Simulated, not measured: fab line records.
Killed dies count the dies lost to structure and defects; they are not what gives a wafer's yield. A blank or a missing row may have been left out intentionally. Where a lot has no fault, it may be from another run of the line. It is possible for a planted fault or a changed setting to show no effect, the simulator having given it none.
Chamber matching	flow sky130	rie_si-01 running SKY_FIELD_ISO_ETCH_17: 4 sister chambers
The step etches Si in HBr/Cl2/O2, target depth 342 nm, time 97.7 s. 4 wafers are shown with their chamber, then 7 later ones without.

## WAFERS PAIRED WITH THEIR CHAMBERS
wafer	chamber	drypump_motor_current_A (A)
L361.1	3	5.2
L361.5	2	6.0
L362.1	0	6.7
L362.3	1	5.4

## WAFERS MISSING THEIR CHAMBER
wafer	drypump_motor_current_A (A)
L362.6	5.2
L365.3	5.3
L365.5	6.0
L365.6	5.2
L371.3	5.2
L371.4	5.3
L371.6	6.7

## EACH ONE'S CHAMBER
wafer	from the rows above	in truth
L362.6	3	3
L365.3	can't be placed: 3 or 1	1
L365.5	2	2
L365.6	3	3
L371.3	3	3
L371.4	can't be placed: 3 or 1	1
L371.6	0	0
Correct placement for 5 of the 7. These rows do not allow placing 2 (true chamber among the candidates in 2). Number placed wrongly: 0.
How it was worked out, from the rows above alone: a wafer's distance from a chamber is the root of the sum, over the readings, of the square of ((its reading less the chamber's mean) divided by the reading's scatter). If the next closest chamber is less than 2 further off than the closest, the wafer can't be placed; otherwise it belongs to the closest. Each chamber's mean is taken over the wafers shown for it. The scatter: root of mean squared gap, hidden wafer to nearest shown wafer, with one shown wafer a chamber.
